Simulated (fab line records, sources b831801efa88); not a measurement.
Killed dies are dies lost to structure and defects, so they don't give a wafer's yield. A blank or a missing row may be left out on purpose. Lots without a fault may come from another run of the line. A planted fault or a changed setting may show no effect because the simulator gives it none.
fab line records | flow sky130 | part 2 of 2: steps 27 to 36 of 36
record lots=5 wafers=15 last_day=50
route steps=708 shown CONTACT@410 METAL1@434
lots that met no fault: from a run of the same line without faults
start_h: hours from the record's first day to the start of the lot's first wafer shown | wait_h: hours since the lot's step before | " the same as in the row above | L1.1+2: a row that stands for several wafers | - no value, or no start given | * or withheld: withheld | < > ~ a bound
route shown NAME@n: a module of which the file shows steps, and the number in the route of the first | usual: mean/standard deviation of fault-free wafers | same: alike in all rows | chamber/n: place in a boat | sites: the reading at each site | _std_site: their standard deviation | _edge_site: outer sites' mean less inner sites' | radius_mm: how far each site lies from the wafer's centre | mask NAME#n: copy n | behind: the tool/chamber that last shaped the wafer | hold: why the lot was held/for how many hours/how that ended | device: the transistor (n, p or np) that didn't switch | end of line: the same wafers' tests at the end of the route | a step without rows: its recipe alone | killed: dies lost to structure and defects at the first sort, not the wafer's yield | map: a wafer's dies, x killed, . not, _ none there
set.NAME: the setting as run; set.NAME@STEP: as run at that earlier step | model.NAME: the simulator's own value behind a step, which no gauge read
lots at some steps of the route; a table a step, a row a wafer
services: from which hour (start_h, from the record's first day; less than 0 if before it) a tool's chamber was out of use, for how many hours, and why
## steps
# step SKY_METAL1_SPUTTER_02
# recipe material=AlCu target_thk_nm=250 power_w=10600 time_s=13.3 chamber_pressure_pa=0.4
# usual throttle_valve_pct=30.0/0.91
# columns lot.wafer tool chamber start_h wait_h throttle_valve_pct
L076.1 pvd_sputter-03 - 750.00 0.0 30.2
L076.2 " - " " 29.7
L076.5 " - " " 29.8
L077.2 pvd_sputter-01 - 754.11 0.0 31.1
L077.4 " - " " 29.7
L077.5 " - " " 29.0
L081.4 pvd_sputter-02 - 798.35 0.0 31.5
L081.5 " - " " 29.1
L081.6 " - " " 31.2
L091.1 pvd_sputter-02 - 867.70 0.0 29.0
L091.2 " - " " 31.2
L091.3 " - " " 29.1
L096.1 pvd_sputter-01 - 898.52 0.0 31.1
L096.3 " - " " 29.4
L096.5 " - " " 29.5
# step SKY_METAL1_SPUTTER_03
# recipe material=Ti target_thk_nm=5 power_w=3000 time_s=3.3 chamber_pressure_pa=0.4
# usual throttle_valve_pct=30.0/0.93
# columns lot.wafer tool chamber start_h wait_h throttle_valve_pct
L076.1 pvd_sputter-03 - 750.02 0.0 30.4
L076.2 " - " " 29.9
L076.5 " - " " 29.7
L077.2 pvd_sputter-01 - 754.13 0.0 31.5
L077.4 " - " " 29.6
L077.5 " - " " 28.8
L081.4 pvd_sputter-02 - 798.37 0.0 31.3
L081.5 " - " " 29.4
L081.6 " - " " 31.1
L091.1 pvd_sputter-02 - 867.72 0.0 28.8
L091.2 " - " " 30.9
L091.3 " - " " 29.6
L096.1 pvd_sputter-01 - 898.54 0.0 30.8
L096.3 " - " " 29.2
L096.5 " - " " 29.5
# step SKY_METAL1_SPUTTER_04
# recipe material=TiN target_thk_nm=70 power_w=6500 time_s=58.3 chamber_pressure_pa=0.4
# usual throttle_valve_pct=30.0/0.94
# columns lot.wafer tool chamber start_h wait_h throttle_valve_pct
L076.1 pvd_sputter-03 - 750.04 0.0 30.3
L076.2 " - " " 29.5
L076.5 " - " " 29.9
L077.2 pvd_sputter-01 - 754.15 0.0 31.2
L077.4 " - " " 29.6
L077.5 " - " " 28.7
L081.4 pvd_sputter-02 - 798.39 0.0 31.4
L081.5 " - " " 29.4
L081.6 " - " " 31.3
L091.1 pvd_sputter-02 - 867.74 0.0 28.6
L091.2 " - " " 30.7
L091.3 " - " " 29.2
L096.1 pvd_sputter-01 - 898.56 0.0 31.2
L096.3 " - " " 29.5
L096.5 " - " " 29.3
# step SKY_METAL1_RS_MEAS_05
# recipe thk_meas_gauge=four-point-probe reads=TiN_of_METAL1_SPUTTER_04+Ti_of_METAL1_SPUTTER_03+AlCu_of_METAL1_SPUTTER_02+TiN_of_METAL1_SPUTTER_01+Ti_of_METAL1_SPUTTER_00
# usual METAL1_ALCU_RS=0.1270/0.0014
# columns lot.wafer tool chamber start_h wait_h METAL1_ALCU_RS[ohm/sq]
L076.1 film_metro-02 - 750.09 0.0 0.1261
L076.2 " - " " 0.1275
L076.5 " - " " 0.1283
L077.2 film_metro-03 - 754.22 0.0 0.1286
L077.4 " - " " 0.1294
L077.5 " - " " 0.1289
L081.4 film_metro-03 - 798.50 0.1 0.1250
L081.5 " - " " 0.1245
L081.6 " - " " 0.1263
L091.1 film_metro-03 - 867.79 0.0 0.1282
L091.2 " - " " 0.1277
L091.3 " - " " 0.1275
L096.1 film_metro-01 - 898.61 0.0 0.1263
L096.3 " - " " 0.1266
L096.5 " - " " 0.1262
# step SKY_METAL1_THK_MEAS_06
# recipe thk_meas_gauge=xrf reads=AlCu_of_METAL1_SPUTTER_02
# usual METAL1_ALCU_THK=247/3.4
# columns lot.wafer tool chamber start_h wait_h METAL1_ALCU_THK[nm]
L076.1 film_metro-02 - 750.21 0.1 252
L076.2 " - " " 248
L076.5 " - " " 247
L077.2 film_metro-03 - 754.33 0.1 245
L077.4 " - " " 243
L077.5 " - " " 243
L081.4 film_metro-03 - 798.59 0.1 251
L081.5 " - " " 248
L081.6 " - " " 248
L091.1 film_metro-03 - 867.91 0.1 245
L091.2 " - " " 244
L091.3 " - " " 244
L096.1 film_metro-01 - 898.73 0.1 249
L096.3 " - " " 250
L096.5 " - " " 249
# step SKY_METAL1_DEHYDRATE_07
# recipe temp_c=200 time_s=60
# usual heater_power_total_W=160.37/0.12
# columns lot.wafer tool chamber start_h wait_h heater_power_total_W
L076.1 litho_track-03 0 762.67 12.4 160.50
L076.2 " 0 " " 160.48
L076.5 " 0 " " 160.24
L077.2 litho_track-03 0 766.49 12.2 160.38
L077.4 " 0 " " 160.61
L077.5 " 0 " " 160.19
L081.4 litho_track-01 0 811.84 13.2 160.15
L081.5 " 0 " " 160.31
L081.6 " 0 " " 160.37
L091.1 litho_track-01 0 879.96 12.0 160.55
L091.2 " 0 " " 160.46
L091.3 " 0 " " 160.24
L096.1 litho_track-03 0 910.82 12.1 160.22
L096.3 " 0 " " 160.15
L096.5 " 0 " " 160.26
# step SKY_METAL1_HMDS_08
# recipe prime_time_s=60 prime_temp_c=120
# columns lot.wafer tool chamber start_h wait_h
L076.1+2+5 litho_track-03 0 762.82 0.1
L077.2+4+5 litho_track-03 0 766.64 0.1
L081.4+5+6 litho_track-01 0 811.99 0.1
L091.1+2+3 litho_track-01 0 880.11 0.1
L096.1+3+5 litho_track-03 0 910.97 0.1
# step SKY_METAL1_COAT_09
# recipe resist=BARC temp_c=withheld time_s=withheld spin_rpm=3000 resist_thk_nm=60
# usual spin_speed_rpm=2999.5/2
# columns lot.wafer tool chamber start_h wait_h spin_speed_rpm
L076.1 litho_track-03 0 762.97 0.1 3001.8
L076.2 " 0 " " 2998.9
L076.5 " 0 " " 3000.6
L077.2 litho_track-03 0 766.79 0.1 2999.8
L077.4 " 0 " " 2998.2
L077.5 " 0 " " 3000.6
L081.4 litho_track-01 0 812.14 0.1 3003.5
L081.5 " 0 " " 2996.3
L081.6 " 0 " " 3000.1
L091.1 litho_track-01 0 880.26 0.1 2996.5
L091.2 " 0 " " 3000.2
L091.3 " 0 " " 3000.6
L096.1 litho_track-03 0 911.12 0.1 2997.9
L096.3 " 0 " " 2999.3
L096.5 " 0 " " 3003.7
# step SKY_METAL1_COAT_10
# recipe resist=KrF-thick spin_rpm=3000 resist_thk_nm=450
# usual spin_speed_rpm=2999.7/1.8
# columns lot.wafer tool chamber start_h wait_h spin_speed_rpm
L076.1 litho_track-03 0 - - 2997.1
L076.2 " 0 " " 2999.2
L076.5 " 0 " " 2998.6
L077.2 litho_track-03 0 - - 2999.3
L077.4 " 0 " " 2997.1
L077.5 " 0 " " 2997.5
L081.4 litho_track-01 0 - - 3002.4
L081.5 " 0 " " 3000.9
L081.6 " 0 " " 3000.3
L091.1 litho_track-01 0 - - 2999.2
L091.2 " 0 " " 2999.1
L091.3 " 0 " " 2997.5
L096.1 litho_track-03 0 - - 2999.0
L096.3 " 0 " " 3001.0
L096.5 " 0 " " 2998.2
# step SKY_METAL1_SOFTBAKE_11
# recipe temp_c=100 time_s=90 resist=KrF-thick
# usual heater_power_total_W=57.35/0.12
# columns lot.wafer tool chamber start_h wait_h heater_power_total_W
L076.1 litho_track-03 0 - - 57.44
L076.2 " 0 " " 57.20
L076.5 " 0 " " 57.20
L077.2 litho_track-03 0 - - 57.30
L077.4 " 0 " " 57.42
L077.5 " 0 " " 57.35
L081.4 litho_track-01 0 - - 57.53
L081.5 " 0 " " 57.34
L081.6 " 0 " " 57.28
L091.1 litho_track-01 0 - - 57.29
L091.2 " 0 " " 57.18
L091.3 " 0 " " 57.33
L096.1 litho_track-03 0 - - 57.46
L096.3 " 0 " " 57.26
L096.5 " 0 " " 57.20
## services
# columns tool chamber start_h hours kind
pvd_sputter-02 - 706.88 6.1 repair
rie_diel-02 1 714.07 28.0 repair
cmp-01 - 714.32 6.7 pm
cmp-01 - 721.88 2.1 repair
rie_diel-02 - 726.06 2.4 repair
pvd_sputter-03 - 727.53 9.2 repair
cmp-02 - 744.00 4.0 pm
cvd_w-01 1 748.42 14.6 repair
cmp-01 - 754.79 1.3 repair
rie_diel-02 0 766.56 3.0 repair
cmp-02 - 790.68 0.4 repair
cmp-01 - 802.97 4.3 repair
cmp-02 - 815.23 2.9 pm
rie_diel-02 0 837.71 29.9 repair
rie_diel-02 1 838.22 2.0 repair
rie_diel-02 1 842.52 5.1 repair
cmp-02 - 844.32 3.1 repair
cmp-01 - 853.38 0.8 repair
rie_diel-02 2 859.79 1.9 repair
cmp-01 - 860.90 0.3 repair
cvd_w-01 1 870.33 4.2 repair
wet_bench-02 - 873.89 2.0 repair
rie_diel-02 1 897.06 14.5 repair
pvd_sputter-02 - 906.03 3.3 repair
